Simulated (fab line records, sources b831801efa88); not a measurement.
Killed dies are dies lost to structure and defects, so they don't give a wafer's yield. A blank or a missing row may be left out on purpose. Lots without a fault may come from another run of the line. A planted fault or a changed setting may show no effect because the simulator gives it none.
One fault seen from 2 desks | flow sky130 | each desk has only its own numbers; what lay behind them comes last

THE METROLOGY DESK
What the gauges read, lot by lot, whatever tool the lot ran on: means of the sampled wafers that have a number. A lot is out of limits, marked OUT, if its mean lies more than 4 standard deviations from the usual mean; the brackets give that distance.
Columns: A = VT_ADJUST_HVTP_OVL at SKY_VT_ADJUST_HVTP_OVL_MEAS_08, usual 0.6 nm; B = VT_ADJUST_HVTR_OVL at SKY_VT_ADJUST_HVTR_OVL_MEAS_08, usual 1.0 nm
lot  | first seen here | A    | B
L904 | day 6 02:39     | 0.7  | -0.1
L905 | day 6 11:37     | -0.8 | 0.8
L906 | day 6 14:10     | 0.1  | 2.0
L907 | day 6 18:59     | 0.3  | 1.8
L909 | day 7 17:26     | 1.6  | 3.2
L911 | day 8 03:20     | 0.2  | 2.2
L917 | day 9 19:00     | -0.6 | 1.1
L918 | day 9 22:02     | 0.5  | 0.9
L919 | day 9 23:50     | 1.7  | -1.7
L920 | day 10 09:13    | 0.5  | -0.1
L921 | day 10 14:56    | -0.4 | -1.4
L926 | day 12 12:49    | 1.3  | 2.2
L924 | day 12 15:59    | -1.0 | 1.5
This desk's finding: nothing out of limits on any of the 13 lots.

THE TOOL OWNER'S DESK: litho_track-01
The tool's own readings at SKY_PWDE_HMDS_01 (prime time 60 s): means of the sampled wafers that have a number, for each lot that ran on this tool. A lot is out of limits, marked OUT, if its mean lies more than 4 standard deviations from the usual mean; the brackets give that distance.
Columns: A = prime_temp_c at SKY_PWDE_HMDS_01, usual 120.00 C
lot  | first seen here | A
L904 | day 3 14:01     | 119.92
L909 | day 5 01:08     | 119.93
L917 | day 6 19:04     | 118.19 (-15) OUT
L918 | day 6 19:59     | 118.25 (-15) OUT
This desk's finding: out of limits on L917, L918; first on L917, day 6 19:04 (prime_temp_c at SKY_PWDE_HMDS_01). In limits: L904, L909.

PUT TOGETHER
The tool owner's desk could have raised an alarm at day 6 19:04, on L917, L918.
The metrology desk saw nothing out of limits.
The metrology desk has L917, L918 on record, within its limits.
Of the lots named, all ran SKY_PWDE_HMDS_01 on litho_track-01.

WHAT THE SIMULATOR HAD PUT IN
Process parameter drift: litho_track-01, from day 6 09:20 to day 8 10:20, at SKY_PWDE_HMDS_01. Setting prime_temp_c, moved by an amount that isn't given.
Lots struck among those shown: L917, L918.
Hours from the fault's start to each desk's first reading out of limits: the tool owner's desk, 10.
